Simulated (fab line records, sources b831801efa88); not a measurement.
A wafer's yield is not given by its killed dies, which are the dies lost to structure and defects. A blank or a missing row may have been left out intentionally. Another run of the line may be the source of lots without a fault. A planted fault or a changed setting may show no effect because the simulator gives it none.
fab line records ; flow sky130
record: lots: 7; wafers: 21; last-day: 50
route steps=708 shown FIELD_ISO@16 PAD_OPEN@708
lots untouched by any fault: they come from a run of this same line in which no faults occurred
start-h: hours from the record's opening day to when the first of the lot's shown wafers began ; wait-h: hours since the lot's step before ; " as in the row above ; L1.1+2: one row covering several wafers at once ; - no value present, or no start provided ; * or withheld: withheld ; < > ~ a bound
route shown NAME@n: a module of which the file shows steps, and the number in the route of the first ; usual: the fault-free wafers' mean and standard deviation ; same: alike in all rows ; chamber/n: place in a boat ; sites: readings site by site ; _std_site: the values' standard deviation ; _edge_site: inner sites' mean taken away from outer sites' mean ; radius-mm: for every site, how far away it sits from the centre of the wafer ; mask NAME#n: copy n ; behind: tool/chamber where the wafer was last shaped ; hold: why the lot was held/for how many hours/how that ended ; device: which transistor (n, p or np) failed to switch ; end of line: the tests these same wafers got at the end of their route ; where a step has no rows: the recipe by itself ; killed: dies that structure and defects cost at the first sort, which is not the same as the wafer's yield ; map: per-die view of a wafer (x killed, . not killed, _ where there is no die)
set.NAME: the setting that was run; set.NAME@STEP: the one run at that earlier step ; model.NAME: the simulator's own value behind a step, which no gauge read
lots at some steps of the route; a table a step, a row a wafer
services: a tool's chamber out of use, with start hour (start-h, from the record's first day; less than 0 if before it), hours out, and reason
== steps ==
step: SKY_FIELD_ISO_ETCH_15
recipe: chemistry: CHF3/O2; target-depth-nm: 180; stop-on: Si; source-w: 600; bias-w: 200; pressure-mtorr: 40; chf3-flow-sccm: 50; O2_flow_sccm: 5; time-s: 72
usual: drypump-motor-current-A: 5.8/0.45; oes-product-au: 0.946/0.0073; throttle-valve-pct: 8.843/0.0089
same: time-s: 72
lot.wafer;tool;chamber;start-h;wait-h;drypump-motor-current-A;oes-product-au;rf-hours-counter-h;throttle-valve-pct
L835.3;rie-diel-01;2;49.51;0.0;5.9;0.944;8;8.841
L835.5;rie-diel-01;2;49.51;0.0;5.9;0.949;-;8.844
L835.6;rie-diel-01;3;49.51;0.0;6.0;0.944;-;8.841
L838.2;rie-diel-04;2;63.83;0.0;5.8;0.946;15;8.849
L838.5;rie-diel-04;0;63.83;0.0;5.1;0.940;-;8.839
L838.6;rie-diel-04;3;63.83;0.0;6.5;0.950;-;8.838
L845.1;rie-diel-03;3;101.21;0.0;6.4;0.952;164;8.833
L845.2;rie-diel-03;1;101.21;0.0;5.0;0.940;135;8.844
L845.6;rie-diel-03;0;101.21;0.0;6.4;0.942;-;8.841
L846.1;rie-diel-01;0;108.08;0.0;5.7;0.953;125;8.845
L846.5;rie-diel-01;2;108.08;0.0;5.9;0.944;-;8.842
L846.6;rie-diel-01;1;108.08;0.0;5.5;0.946;-;8.835
L847.1;rie-diel-04;0;111.01;0.0;5.1;0.946;4;8.841
L847.5;rie-diel-04;2;111.01;0.0;5.8;0.951;-;8.839
L847.6;rie-diel-04;3;111.01;0.0;6.5;0.944;-;8.844
L848.1;rie-diel-01;1;118.23;0.0;5.4;0.953;144;8.848
L848.2;rie-diel-01;0;118.23;0.0;5.7;0.944;125;8.835
L848.3;rie-diel-01;3;118.23;0.0;6.0;0.942;19;8.836
L854.2;rie-diel-01;3;151.12;0.0;6.1;0.959;19;8.860
L854.5;rie-diel-01;0;151.12;0.0;5.7;0.961;-;8.858
L854.6;rie-diel-01;1;151.12;0.0;5.5;0.952;-;8.842
step: SKY_FIELD_ISO_STRIP_16
recipe: chemistry: O2/N2; power-w: 1400; pressure-mtorr: 1500; platen-temp-c: withheld; o2-flow-sccm: 3000; n2-flow-sccm: 300; overash-fraction: 0.5
usual: drypump-motor-current-A: 5.5/0.34; oes-product-au: 0.377/0.0046; strip-time-to-endpoint-s: 3.539/0.025
lot.wafer;tool;chamber;start-h;wait-h;drypump-motor-current-A;oes-product-au;rf-hours-counter-h;strip-time-to-endpoint-s
L835.3;plasma-asher-04;1;49.60;0.1;5.6;0.375;-;3.492
L835.5;plasma-asher-04;1;49.60;0.1;5.6;0.371;-;3.465
L835.6;plasma-asher-04;0;49.60;0.1;5.7;0.382;-;3.537
L838.2;plasma-asher-01;0;63.89;0.0;5.1;0.375;24;3.549
L838.5;plasma-asher-01;0;63.89;0.0;5.1;0.372;-;3.536
L838.6;plasma-asher-01;1;63.89;0.0;5.1;0.378;-;3.578
L845.1;plasma-asher-01;1;101.27;0.0;5.1;0.379;28;3.586
L845.2;plasma-asher-01;0;101.27;0.0;5.1;0.381;28;3.549
L845.6;plasma-asher-01;0;101.27;0.0;5.1;0.374;-;3.598
L846.1;plasma-asher-04;0;108.14;0.0;5.7;0.375;44;3.549
L846.5;plasma-asher-04;1;108.14;0.0;5.6;0.373;-;3.530
L846.6;plasma-asher-04;0;108.14;0.0;5.7;0.377;-;3.573
L847.1;plasma-asher-02;1;111.07;0.0;6.1;0.373;43;3.534
L847.5;plasma-asher-02;0;111.07;0.0;5.7;0.377;-;3.537
L847.6;plasma-asher-02;1;111.07;0.0;6.1;0.382;-;3.546
L848.1;plasma-asher-02;0;118.29;0.0;5.7;0.382;44;3.506
L848.2;plasma-asher-02;1;118.29;0.0;6.1;0.375;44;3.500
L848.3;plasma-asher-02;1;118.29;0.0;6.1;0.381;-;3.534
L854.2;plasma-asher-04;1;151.18;0.0;5.6;0.372;49;3.561
L854.5;plasma-asher-04;0;151.18;0.0;5.7;0.374;-;3.499
L854.6;plasma-asher-04;1;151.18;0.0;5.6;0.380;-;3.529
step: SKY_FIELD_ISO_ETCH_17
recipe: target-depth-a: 3420; mask-material: Si3N4; chemistry: HBr/Cl2/O2; target: Si; taper-deg: 5; icp-w: 600; bias-w: 150; pressure-mtorr: 15; HBr_flow_sccm: 150; Cl2_flow_sccm: 40; O2_flow_sccm: 6; time-s: 97.7
usual: drypump-motor-current-A: 5.5/0.51; oes-product-au: 1.003/0.0083; throttle-valve-pct: 25.654/0.011
same: time-s: 97.7
lot.wafer;tool;chamber;start-h;wait-h;drypump-motor-current-A;oes-product-au;rf-hours-counter-h;throttle-valve-pct
L835.3;rie-si-02;3;49.67;0.0;5.4;1.007;103;25.657
L835.5;rie-si-02;1;49.67;0.0;6.4;0.991;-;25.669
L835.6;rie-si-02;2;49.67;0.0;4.9;1.013;-;25.647
L838.2;rie-si-02;3;63.99;0.1;5.4;0.994;103;25.660
L838.5;rie-si-02;3;63.99;0.1;5.4;0.997;-;25.656
L838.6;rie-si-02;0;63.99;0.1;6.1;1.013;-;25.641
L845.1;rie-si-01;0;101.37;0.1;5.2;1.003;95;25.653
L845.2;rie-si-01;1;101.37;0.1;5.9;1.003;22;25.632
L845.6;rie-si-01;0;101.37;0.1;5.2;1.001;-;25.662
L846.1;rie-si-01;3;108.24;0.1;5.5;1.017;23;25.660
L846.5;rie-si-01;0;108.24;0.1;5.2;1.002;-;25.642
L846.6;rie-si-01;3;108.24;0.1;5.5;1.004;-;25.662
L847.1;rie-si-02;3;111.17;0.1;5.4;1.015;103;25.652
L847.5;rie-si-02;3;111.17;0.1;5.4;1.025;-;25.638
L847.6;rie-si-02;2;111.17;0.1;4.9;1.002;-;25.653
L848.1;rie-si-01;0;118.39;0.1;5.2;1.016;95;25.662
L848.2;rie-si-01;1;118.39;0.1;5.9;1.008;22;25.656
L848.3;rie-si-01;2;118.39;0.1;4.9;0.996;88;25.663
L854.2;rie-si-01;3;151.28;0.1;5.6;1.009;23;25.657
L854.5;rie-si-01;3;151.28;0.1;5.6;1.005;-;25.636
L854.6;rie-si-01;2;151.28;0.1;4.9;1.002;-;25.640
step: SKY_FIELD_ISO_WET_ETCH_18
recipe: chemistry: H3PO4; target-depth-nm: 25; temp-c: 160; target: Si3N4; time-s: 286
step: SKY_FIELD_ISO_CLEAN_19
recipe: chemistry: SC1/SC2; mix: 1:4:20; temp-c: 70; time-s: 150
step: SKY_FIELD_ISO_CLEAN_20
recipe: chemistry: dHF; time-s: 20; dilution: 100:1
step: SKY_FIELD_ISO_WET_ETCH_21
recipe: chemistry: dHF; dilution: 100:1; target-depth-nm: 20; dry: ipa-marangoni; target: SiO2; temp-c: 25; time-s: 400
step: SKY_FIELD_ISO_OXIDATION_22
recipe: temp-c: 950; ambient: O2; stabilise-s: 600; purge-s: 300; target-thk-a: 100; ox-time-s: 623
step: SKY_FIELD_ISO_THK_MEAS_23
recipe: reads: SiO2_of_FIELD_ISO_OXIDATION_22
usual: FIELD_ISO_OXIDATION_01_THK: 9.95/0.17
lot.wafer;tool;chamber;start-h;wait-h;FIELD_ISO_OXIDATION_01_THK[nm]
L835.3;film-metro-01;-;51.21;0.0;10.11
L835.5;film-metro-01;-;51.21;0.0;9.87
L835.6;film-metro-01;-;51.21;0.0;9.75
L838.2;film-metro-04;-;65.53;0.0;9.98
L838.5;film-metro-04;-;65.53;0.0;10.05
L838.6;film-metro-04;-;65.53;0.0;10.05
L845.1;film-metro-01;-;103.26;0.0;9.91
L845.2;film-metro-01;-;103.26;0.0;9.93
L845.6;film-metro-01;-;103.26;0.0;10.02
L846.1;film-metro-04;-;109.75;0.0;9.68
L846.5;film-metro-04;-;109.75;0.0;9.87
L846.6;film-metro-04;-;109.75;0.0;9.80
L847.1;film-metro-02;-;112.69;0.0;9.94
L847.5;film-metro-02;-;112.69;0.0;9.93
L847.6;film-metro-02;-;112.69;0.0;10.08
L848.1;film-metro-02;-;119.91;0.0;10.00
L848.2;film-metro-02;-;119.91;0.0;9.86
L848.3;film-metro-02;-;119.91;0.0;9.99
L854.2;film-metro-02;-;153.89;0.0;9.62
L854.5;film-metro-02;-;153.89;0.0;9.63
L854.6;film-metro-02;-;153.89;0.0;9.70
step: SKY_FIELD_ISO_CVD_24
recipe: material: SiO2; target-thk-nm: 595; temp-c: 650; sigma-open-frac: 0.3; time-s: 99.2; sih4-flow-sccm: 60; pressure-mtorr: 6
step: SKY_FIELD_ISO_THK_MEAS_25
recipe: reads: SiO2_of_FIELD_ISO_CVD_24
usual: FIELD_ISO_CVD_24_THK: 594/5.1
lot.wafer;tool;chamber;start-h;wait-h;FIELD_ISO_CVD_24_THK[nm]
L835.3;film-metro-02;-;51.34;0.1;600
L835.5;film-metro-02;-;51.34;0.1;598
L835.6;film-metro-02;-;51.34;0.1;590
L838.2;film-metro-04;-;65.66;0.0;596
L838.5;film-metro-04;-;65.66;0.0;592
L838.6;film-metro-04;-;65.66;0.0;589
L845.1;film-metro-04;-;103.40;0.0;598
L845.2;film-metro-04;-;103.40;0.0;591
L845.6;film-metro-04;-;103.40;0.0;595
L846.1;film-metro-01;-;109.88;0.0;586
L846.5;film-metro-01;-;109.88;0.0;584
L846.6;film-metro-01;-;109.88;0.0;596
L847.1;film-metro-01;-;112.82;0.0;591
L847.5;film-metro-01;-;112.82;0.0;588
L847.6;film-metro-01;-;112.82;0.0;596
L848.1;film-metro-02;-;120.04;0.0;601
L848.2;film-metro-02;-;120.04;0.0;601
L848.3;film-metro-02;-;120.04;0.0;594
L854.2;film-metro-04;-;154.03;0.0;586
L854.5;film-metro-04;-;154.03;0.0;590
L854.6;film-metro-04;-;154.03;0.0;598
step: SKY_FIELD_ISO_ANNEAL_26
recipe: temp-c: 1000; time-s: 1800; ambient: N2
step: SKY_FIELD_ISO_CMP_27
recipe: stop-on: Si3N4; t-overpolish-s: 16; down-force-psi: 4; platen-rpm: 60; target-thk-nm: 457.8; pad-velocity-m-s: 0.94248
usual: motor-current-A: 12.5/1.3; overpolish-run-s: 15.999/0.0093; retaining-ring-pressure-frac: 1.000/0.0051; t-overpolish-s: 16/0; time-to-endpoint-s: 111/3.3
lot.wafer;tool;chamber;start-h;wait-h;motor-current-A;overpolish-run-s;retaining-ring-pressure-frac;t-overpolish-s;time-to-endpoint-s
L835.3;cmp-01;2;54.13;0.1;13.1;16.009;0.994;16;113
L835.6;cmp-01;1;54.13;0.1;13.2;16.003;0.998;16;110
L835.5;cmp-01;2;54.13;0.1;13.1;15.981;0.997;16;111
L838.2;cmp-01;0;67.98;0.0;14.3;15.996;1.003;16;108
L838.5;cmp-01;0;67.98;0.0;14.3;16.006;1.002;16;109
L838.6;cmp-01;1;67.98;0.0;12.8;16.014;1.002;16;110
L845.1;cmp-02;1;104.96;0.0;8.9;15.994;1.000;16;110
L845.2;cmp-02;0;104.96;0.0;11.6;15.997;0.998;16;112
L845.6;cmp-02;1;104.96;0.0;9.8;16.004;0.995;16;112
L846.1;cmp-01;2;111.49;0.1;13.2;15.989;1.000;16;107
L846.6;cmp-01;1;111.49;0.1;12.8;22.646;0.997;22.629;112
L846.5;cmp-01;2;111.49;0.1;13.6;16.006;1.001;16;109
L847.1;cmp-01;3;114.48;0.1;13.0;15.987;0.992;16;113
L847.6;cmp-01;1;114.48;0.1;11.9;22.617;1.003;22.629;117
L847.5;cmp-01;2;114.48;0.1;13.8;16.013;0.996;16;113
L848.3;cmp-01;0;123.05;0.1;13.2;16.021;1.001;16;110
L848.1;cmp-01;1;123.05;0.1;12.7;22.631;1.000;22.629;116
L848.2;cmp-01;2;123.05;0.1;14.0;15.994;1.000;16;113
L854.2;cmp-02;0;155.63;0.1;11.9;16.012;0.993;16;114
L854.6;cmp-02;3;155.63;0.1;11.1;15.994;1.005;16;121
L854.5;cmp-02;0;155.63;0.1;12.3;16.001;0.991;16;113
step: SKY_FIELD_ISO_WET_ETCH_28
recipe: chemistry: dHF; target-depth-nm: 23.7; target: SiO2; dilution: 10:1; temp-c: 25; time-s: 47
step: SKY_PAD_OPEN_PROBE_99
usual: killed_at_M0_to_M3: 43/7.7; killed_at_M4_up: 3.0/1.7; killed-at-contacts: 24/5.2; killed-at-front-end: 15/4.5; killed-at-other: 0.3/0.5; killed-dies: 85/9.5; killed-on-rim: 17/4; killed-open: 47/6.6; killed-short: 38/6.6
same: gross-dies: 492; killed-at-back-side: 0
lot.wafer;tool;chamber;start-h;wait-h;killed_at_M0_to_M3;killed_at_M4_up;killed-at-contacts;killed-at-front-end;killed-at-other;killed-dies;killed-on-rim;killed-open;killed-short
L835.3;prober-02;-;1111.17;0.2;32;7;17;18;1;75;10;38;37
L835.5;prober-02;-;1111.27;0.2;33;4;29;16;0;82;18;45;37
L835.6;prober-02;-;1111.32;0.2;51;3;23;16;0;93;23;52;41
L838.2;prober-02;-;1112.62;0.1;44;7;29;18;1;99;20;55;44
L838.5;prober-02;-;1112.77;0.2;36;3;20;12;0;71;19;40;31
L838.6;prober-02;-;1112.82;0.2;46;6;24;27;0;103;23;49;54
L846.1;prober-01;-;1169.54;0.1;40;3;23;13;1;80;15;44;36
L846.5;prober-01;-;1169.74;0.2;34;1;30;16;0;81;22;40;41
L846.6;prober-01;-;1169.79;0.2;50;3;22;16;0;91;11;45;46
L845.1;prober-01;-;1172.05;0.1;47;4;24;16;1;92;21;51;41
L845.2;prober-01;-;1172.10;0.1;44;0;17;14;0;75;10;44;31
L845.6;prober-01;-;1172.30;0.2;58;4;24;20;0;106;26;63;43
L847.1;prober-02;-;1174.11;0.1;49;5;16;12;1;83;15;40;43
L847.5;prober-02;-;1174.31;0.2;43;2;15;11;0;71;11;39;32
L847.6;prober-02;-;1174.36;0.2;32;2;31;14;0;79;17;48;31
L848.1;prober-01;-;1175.13;0.1;35;2;30;17;0;84;21;43;41
L848.2;prober-01;-;1175.18;0.1;42;2;31;12;1;88;12;50;38
L848.3;prober-01;-;1175.23;0.2;35;1;21;12;0;69;12;43;26
L854.2;prober-02;-;1194.59;0.1;47;1;15;15;0;78;13;40;38
L854.5;prober-02;-;1194.74;0.2;42;3;34;16;0;95;18;46;49
L854.6;prober-02;-;1194.79;0.2;44;2;22;21;0;89;16;52;37
killed by level:class
L835.3 VIA1:geometric-particle:open=8 VIA3:geometric-particle:open=8 POLY_GATE:geometric-particle:short=7 CONTACT:geometric-particle:short=5 CONTACT:geometric-particle:open=5 POLY_GATE:geometric-particle:open=4 LOCAL_INTERCONNECT:geometric-particle:short=4 VIA2:geometric-particle:open=4
L835.5 LI_CONTACT:geometric-particle:open=11 VIA3:geometric-particle:open=10 CONTACT:geometric-particle:open=9 CONTACT:geometric-particle:short=5 POLY_GATE:geometric-particle:short=4 VIA3:geometric-particle:short=4 VIA2:geometric-particle:open=4 METAL4:geometric-particle:short=4
L835.6 VIA3:geometric-particle:open=16 CONTACT:geometric-particle:open=8 VIA1:geometric-particle:open=8 LI_CONTACT:geometric-particle:open=7 METAL2:geometric-particle:short=6 METAL1:geometric-particle:short=5 POLY_GATE:geometric-particle:open=4 CONTACT:geometric-particle:short=4
L838.2 CONTACT:geometric-particle:open=15 VIA3:geometric-particle:open=8 VIA1:geometric-particle:open=8 VIA2:geometric-particle:open=6 POLY_GATE:geometric-particle:short=5 METAL4:geometric-particle:short=5 LOCAL_INTERCONNECT:geometric-particle:short=4 CONTACT:geometric-particle:short=4
L838.5 CONTACT:geometric-particle:open=11 VIA3:geometric-particle:open=8 VIA1:geometric-particle:open=7 VIA1:geometric-particle:short=5 FIELD_ISO:geometric-particle:open=4 LI_CONTACT:geometric-particle:short=3 CONTACT:geometric-particle:short=3 METAL2:geometric-particle:short=3
L838.6 VIA1:geometric-particle:open=11 FIELD_ISO:geometric-particle:short=10 LI_CONTACT:geometric-particle:open=9 POLY_GATE:geometric-particle:short=7 CONTACT:geometric-particle:open=7 METAL1:geometric-particle:short=6 VIA2:geometric-particle:open=6 VIA3:geometric-particle:open=6
L846.1 LI_CONTACT:geometric-particle:open=9 VIA1:geometric-particle:open=9 VIA2:geometric-particle:open=8 CONTACT:geometric-particle:short=7 VIA3:geometric-particle:open=6 METAL2:geometric-particle:short=5 FIELD_ISO:geometric-particle:short=4 CONTACT:geometric-particle:open=4
L846.5 CONTACT:geometric-particle:open=14 FIELD_ISO:geometric-particle:open=7 FIELD_ISO:geometric-particle:short=6 VIA1:geometric-particle:open=5 VIA1:geometric-particle:short=5 CONTACT:geometric-particle:short=5 LI_CONTACT:geometric-particle:open=5 METAL2:geometric-particle:short=5
L846.6 METAL1:geometric-particle:short=9 VIA2:geometric-particle:open=9 CONTACT:geometric-particle:open=8 METAL2:geometric-particle:short=8 VIA1:geometric-particle:short=6 LI_CONTACT:geometric-particle:open=6 FIELD_ISO:geometric-particle:short=5 VIA1:geometric-particle:open=5
L845.1 VIA1:geometric-particle:open=15 CONTACT:geometric-particle:open=12 VIA1:geometric-particle:short=8 VIA2:geometric-particle:open=7 LOCAL_INTERCONNECT:geometric-particle:short=5 FIELD_ISO:geometric-particle:short=4 METAL1:geometric-particle:short=4 METAL2:geometric-particle:short=4
L845.2 VIA1:geometric-particle:open=8 POLY_GATE:geometric-particle:open=7 CONTACT:geometric-particle:open=7 METAL1:geometric-particle:short=7 VIA3:geometric-particle:open=7 VIA2:geometric-particle:open=6 VIA1:geometric-particle:short=5 METAL3:geometric-particle:short=5
L845.6 VIA1:geometric-particle:open=20 CONTACT:geometric-particle:open=9 POLY_GATE:geometric-particle:open=7 LI_CONTACT:geometric-particle:open=7 METAL3:geometric-particle:short=7 VIA1:geometric-particle:short=6 VIA3:geometric-particle:open=6 LOCAL_INTERCONNECT:geometric-particle:short=5
L847.1 VIA2:geometric-particle:open=8 VIA1:geometric-particle:open=8 VIA1:geometric-particle:short=7 VIA3:geometric-particle:open=6 METAL4:geometric-particle:short=5 LI_CONTACT:geometric-particle:open=5 METAL3:geometric-particle:short=5 POLY_GATE:geometric-particle:short=4
L847.5 VIA2:geometric-particle:open=9 METAL2:geometric-particle:short=7 VIA1:geometric-particle:open=6 VIA3:geometric-particle:open=5 LI_CONTACT:geometric-particle:open=4 METAL2:geometric-particle:open=4 CONTACT:geometric-particle:open=4 METAL1:geometric-particle:short=4
L847.6 VIA1:geometric-particle:open=12 LI_CONTACT:geometric-particle:open=11 FIELD_ISO:geometric-particle:open=7 CONTACT:geometric-particle:short=6 CONTACT:geometric-particle:open=6 LOCAL_INTERCONNECT:geometric-particle:short=4 METAL1:geometric-particle:short=4 METAL2:geometric-particle:short=4
L848.1 VIA1:geometric-particle:open=10 LI_CONTACT:geometric-particle:open=9 CONTACT:geometric-particle:open=8 POLY_GATE:geometric-particle:short=7 VIA3:geometric-particle:short=7 LOCAL_INTERCONNECT:geometric-particle:short=6 VIA3:geometric-particle:open=5 POLY_GATE:geometric-particle:open=4
L848.2 CONTACT:geometric-particle:open=10 VIA3:geometric-particle:open=9 LOCAL_INTERCONNECT:geometric-particle:short=8 VIA1:geometric-particle:open=8 VIA2:geometric-particle:open=7 LI_CONTACT:geometric-particle:open=5 CONTACT:geometric-particle:short=5 METAL2:geometric-particle:short=5
L848.3 VIA1:geometric-particle:open=8 LI_CONTACT:geometric-particle:open=7 CONTACT:geometric-particle:open=7 VIA3:geometric-particle:open=7 VIA3:geometric-particle:short=5 FIELD_ISO:geometric-particle:short=4 LI_CONTACT:geometric-particle:short=4 VIA2:geometric-particle:open=4
L854.2 VIA3:geometric-particle:open=7 VIA2:geometric-particle:open=7 CONTACT:geometric-particle:open=6 METAL1:geometric-particle:short=6 METAL1:geometric-particle:open=5 VIA1:geometric-particle:open=5 METAL2:geometric-particle:short=5 CONTACT:geometric-particle:short=4
L854.5 CONTACT:geometric-particle:open=12 LI_CONTACT:geometric-particle:open=9 METAL1:geometric-particle:short=8 POLY_GATE:geometric-particle:short=7 VIA1:geometric-particle:open=7 METAL2:geometric-particle:short=7 LI_CONTACT:geometric-particle:short=5 VIA1:geometric-particle:short=5
L854.6 VIA1:geometric-particle:open=9 VIA2:geometric-particle:open=9 LI_CONTACT:geometric-particle:open=8 CONTACT:geometric-particle:open=7 METAL2:geometric-particle:short=6 FIELD_ISO:geometric-particle:open=5 POLY_GATE:geometric-particle:open=5 METAL1:geometric-particle:short=5
== services ==
tool;chamber;start-h;hours;kind
rie-diel-04;-;27.32;28.1;pm
cmp-02;-;29.89;1.8;repair
rie-si-01;3;38.58;2.8;repair
cmp-01;-;42.91;0.9;repair
cmp-02;-;43.27;0.7;repair
rie-diel-01;-;55.18;14.6;pm
cmp-01;-;59.68;0.3;repair
cmp-02;-;64.04;4.0;pm
cmp-02;-;68.04;-;consumable-replace:conditioner
cmp-02;-;68.04;-;consumable-replace:pad
cmp-01;-;72.41;0.9;repair
cmp-01;-;75.77;5.7;pm
rie-diel-03;0;76.57;-;clean
rie-diel-03;0;76.57;15.8;scheduled-down
rie-diel-03;0;76.57;15.8;vent-cycle
cmp-02;-;81.11;1.5;repair
rie-diel-04;1;85.68;5.5;repair
cmp-02;-;114.77;4.5;pm
rie-diel-04;1;117.21;3.9;repair
cmp-02;-;121.48;32.7;repair
rie-diel-01;-;129.13;8.2;repair
rie-si-02;0;129.38;6.1;repair
rie-diel-03;-;134.15;14.6;pm
rie-si-01;0;151.65;1.1;repair
== key ==
first-sign: step: SKY_FIELD_ISO_CMP_27; reading: t-overpolish-s; direction: up; sigmas: 99+; usual: 16; struck: 22.629
effect: step: SKY_FIELD_ISO_CMP_27; reading: overpolish-run-s; direction: up; sigmas: 99+; usual: 15.999; struck: 22.631
met-at SKY_FIELD_ISO_CMP_27
struck-wafers L846.6,L847.6,L848.1
tester-left-out L846,L847,L848
onset-between 67.98 111.49
fault: kind: process-parameter-drift; tool: cmp-01; chamber: 1; onset-h: 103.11; steps: SKY_FIELD_ISO_CMP_27; channel: t-overpolish-s; offset: 6.6289; shape: step; end-h: 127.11; acts-in: these-recipes-only; stated: 16
tester-left-out: of these lots the tester's yield and bins aren't shown, on N5 and GAA mostly nor the transistor test; their killed dies are dies lost to structure and defects alone, not to doping, threshold or leakage, so they don't give the yield
